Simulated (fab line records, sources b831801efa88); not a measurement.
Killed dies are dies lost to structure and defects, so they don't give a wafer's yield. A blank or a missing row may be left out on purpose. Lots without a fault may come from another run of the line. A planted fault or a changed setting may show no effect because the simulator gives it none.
One fault seen from 2 desks | flow sky130 | each desk has only its own numbers; what lay behind them comes last

THE METROLOGY DESK
What the gauges read, lot by lot, whatever tool the lot ran on: means of the sampled wafers that have a number. A lot is out of limits, marked OUT, if its mean lies more than 4 standard deviations from the usual mean; the brackets give that distance.
Columns: A = INCOMING_BOW at SKY_FIELD_ISO_BOW_MEAS_00, usual 0 um; B = cd_nm at SKY_FIELD_ISO_CD_MEAS_13, usual 151.0 nm; C = FIELD_ISO_OXIDATION_01_THK at SKY_FIELD_ISO_THK_MEAS_23, usual 9.89 nm
lot  | first seen here | A  | B     | C
L291 | day 1 10:01     | 4  | 150.9 | 9.79
L292 | day 1 15:00     | -2 | 149.5 | 10.00
L293 | day 1 20:01     | -1 | 149.0 | 10.18
L294 | day 2 01:02     | 1  | 150.8 | 9.68
L295 | day 2 06:00     | 1  | 151.3 | 9.78
L296 | day 2 11:00     | 10 | 152.4 | 10.05
L297 | day 2 16:00     | -4 | 151.6 | 9.67
L306 | day 4 13:02     | 2  | 149.2 | 10.14
L309 | day 5 04:00     | -5 | 151.5 | 10.23
L311 | day 5 14:00     | 0  | 150.8 | 10.22
L312 | day 5 19:01     | 4  | 152.2 | 9.86
This desk's finding: nothing out of limits on any of the 11 lots.

THE TOOL OWNER'S DESK: implanter-03
The tool's own readings at SKY_NWELL_IMPLANT_13: means of the sampled wafers that have a number, for each lot that ran on this tool. A lot is out of limits, marked OUT, if its mean lies more than 4 standard deviations from the usual mean; the brackets give that distance.
Columns: A = beam_on_s at SKY_NWELL_IMPLANT_13, usual 9.95 s; B = dose_ions_cm2 at SKY_NWELL_IMPLANT_13, usual 7e+11; C = faraday_current_uA at SKY_NWELL_IMPLANT_13, usual 3.97
lot  | first seen here | A                | B     | C
L291 | day 4 12:00     | 10.04            | 7e+11 | 3.94
L292 | day 4 16:28     | 10.02            | 7e+11 | 3.94
L306 | day 8 04:07     | 11.30 (+6.2) OUT | 7e+11 | 3.49 (-5.7) OUT
L309 | day 8 22:22     | 11.25 (+5.9) OUT | 7e+11 | 3.50 (-5.5) OUT
This desk's finding: out of limits on L306, L309; first on L306, day 8 04:07 (beam_on_s at SKY_NWELL_IMPLANT_13). In limits: L291, L292.

PUT TOGETHER
The tool owner's desk could have raised an alarm at day 8 04:07, on L306, L309.
The metrology desk saw nothing out of limits.
The metrology desk has L306, L309 on record, within its limits.
Of the lots named, all ran SKY_NWELL_IMPLANT_13 on implanter-03.

WHAT THE SIMULATOR HAD PUT IN
Process parameter drift: implanter-03, from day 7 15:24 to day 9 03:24, at SKY_NWELL_IMPLANT_13. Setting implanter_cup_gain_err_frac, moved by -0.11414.
Lots struck among those shown: L306, L309.
Hours from the fault's start to each desk's first reading out of limits: the tool owner's desk, 13.
